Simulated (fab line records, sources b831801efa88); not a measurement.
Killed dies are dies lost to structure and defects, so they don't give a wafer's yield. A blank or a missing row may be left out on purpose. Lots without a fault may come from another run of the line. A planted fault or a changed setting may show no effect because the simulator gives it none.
Problem report in the 8D (eight disciplines) form, filled by code | flow sky130 | the parts of the form that need people (team, actions taken, sign-off) are left out

1. THE PROBLEM
VIA2_HDPCVD_THK at SKY_VIA2_THK_MEAS_01 reads a mean of 946 nm on 6 wafers of 2 lots; wafers without a fault read 1180 nm with a standard deviation of 12. That is -20 standard deviations from the usual mean.
First seen on wafer L416.3, day 40 06:28, on film_metro-02. The record holds 36 wafers of 12 lots with a number at this step. Rule for "out", or "out of limits": more than 4 standard deviations from the usual mean. The other wafers with a number count as sound.

2. WHAT IT IS AND WHAT IT IS NOT
question                    | is                     | is not
which readings at this step | VIA2_HDPCVD_THK        | -
which lots                  | L416, L418             | L403, L404, L405, L407, L410, L412, L413, L417, L420, L421
which wafers of those lots  | all that have a number | -
read on which gauges        | film_metro-02          | film_metro-01, film_metro-04
when                        | from day 40 06:28      | up to then (24 sound wafers); but 6 sound wafers of L420, L421 came after

3. SUSPECTS, AND WHAT RULES EACH OUT
Counting: a tool at a process step up to the reading stays a suspect if it ran every lot that is out and no sound lot after the first of them.
- the gauge at SKY_VIA2_THK_MEAS_01: ruled out. All the wafers that are out were read on film_metro-02, but those of them that SKY_VIA2_HDPCVD_00 has rows for are out there too, on other tools.
- hdpcvd-02 at SKY_VIA2_HDPCVD_00 (deposits SiO2, target thk 1180 nm, time 196.7 s): kept. It ran every lot that is out, first L416 (day 40 06:19), and no sound lot after that; its last sound lot up to then is L417 (day 40 04:04). Its own readings are out on those wafers: sih4_flow_sccm.
Left after counting: hdpcvd-02 at SKY_VIA2_HDPCVD_00.

4. THE CAUSE (what the simulator had put in)
Process parameter drift: hdpcvd-02, from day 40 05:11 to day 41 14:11, at SKY_VIA2_HDPCVD_00. Setting sih4_flow_sccm, moved by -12, from 60. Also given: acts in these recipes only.
Counting left only this tool.

5. THE CHAIN OF EFFECTS, in route order
Each row: a reading whose mean over the struck wafers that have a number lies more than 3 standard deviations from the usual. Only readings for which the record gives a usual standard deviation are gone through. hours: the time from each lot's start at the first step in this table that gives one to its start at this step, as a median over the lots. sigmas: the change in usual standard deviations.
hours | step                 | reading         | usual      | on struck wafers | change | sigmas
0     | SKY_VIA2_HDPCVD_00   | sih4_flow_sccm  | 60.01 sccm | 47.89            | -12.12 | -64
0     | SKY_VIA2_THK_MEAS_01 | VIA2_HDPCVD_THK | 1180 nm    | 946              | -234   | -20
The process steps in it:
- SKY_VIA2_HDPCVD_00: deposits SiO2, target thk 1180 nm, time 196.7 s.

6. WHAT WOULD HAVE CAUGHT IT SOONER
In this record the first reading out of limits at a measuring or inspecting step was taken at day 40 06:28, 1 hour after the fault began at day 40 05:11.
The tool's own readings at SKY_VIA2_HDPCVD_00 were out on every struck wafer that the step has a row for (sih4_flow_sccm): an alarm limit on them would have fired on the first of those.
Of the lots that are out (2), L418 began SKY_VIA2_HDPCVD_00 on hdpcvd-02 after day 40 06:28. A hold on the tool at that time would have spared it.
